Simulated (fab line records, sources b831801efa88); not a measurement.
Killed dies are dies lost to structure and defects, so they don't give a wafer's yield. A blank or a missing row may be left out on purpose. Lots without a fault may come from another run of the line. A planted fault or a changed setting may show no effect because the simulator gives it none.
One fault seen from 2 desks | flow gf180mcu | each desk has only its own numbers; what lay behind them comes last

THE METROLOGY DESK
What the gauges read, lot by lot, whatever tool the lot ran on: means of the sampled wafers that have a number. A lot is out of limits, marked OUT, if its mean lies more than 4 standard deviations from the usual mean; the brackets give that distance.
Columns: A = M2_ALCU_THK at GF_M2_THK_MEAS_06, usual 441 nm
lot  | first seen here | A
L702 | day 18 13:08    | 438
L704 | day 19 07:07    | 440
L705 | day 19 15:51    | 442
L706 | day 20 02:06    | 437
L707 | day 20 11:48    | 447
L708 | day 20 22:38    | 449
L709 | day 21 07:31    | 436
L710 | day 21 18:35    | 449
L712 | day 22 07:41    | 443
L713 | day 22 19:01    | 441
L716 | day 23 19:49    | 437
L722 | day 25 14:23    | 434
L723 | day 26 00:50    | 443
This desk's finding: nothing out of limits on any of the 13 lots.

THE TOOL OWNER'S DESK: cmp-02
The tool's own readings at GF_V1_CMP_26 (polishes, stops on SiO2, t overpolish 15 s, target thk 0 nm): means of the sampled wafers that have a number, for each lot that ran on this tool. A lot is out of limits, marked OUT, if its mean lies more than 4 standard deviations from the usual mean; the brackets give that distance.
Columns: A = motor_current_A at GF_V1_CMP_26, usual 11.1 A; B = overpolish_run_s at GF_V1_CMP_26, usual 14.999 s; C = time_to_endpoint_s at GF_V1_CMP_26, usual 85 s
lot  | first seen here | A    | B                        | C
L702 | day 18 12:33    | 10.1 | 15.000                   | 79
L704 | day 19 06:31    | 10.5 | 15.007                   | 83
L706 | day 20 01:36    | 10.3 | 15.009                   | 84
L707 | day 20 11:10    | 9.9  | 14.999                   | 83
L712 | day 22 07:08    | 10.4 | 14.993                   | 86
L713 | day 22 18:23    | 9.9  | 15.008                   | 87
L716 | day 23 19:11    | 10.5 | 14.994                   | 84
L722 | day 25 13:45    | 9.8  | 10.018 (-99 or more) OUT | 96
This desk's finding: out of limits on L722; first on L722, day 25 13:45 (overpolish_run_s at GF_V1_CMP_26). In limits: L702, L704, L706, L707, L712, L713, L716.

PUT TOGETHER
The tool owner's desk could have raised an alarm at day 25 13:45, on L722.
The metrology desk saw nothing out of limits.
The metrology desk has L722 on record, within its limits.
Of the lots named, all ran GF_V1_CMP_26 on cmp-02.

WHAT THE SIMULATOR HAD PUT IN
Process parameter drift: cmp-02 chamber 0, from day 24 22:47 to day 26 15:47, at GF_V1_CMP_26. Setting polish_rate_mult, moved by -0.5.
Lots struck among those shown: L722.
Hours from the fault's start to each desk's first reading out of limits: the tool owner's desk, 15.
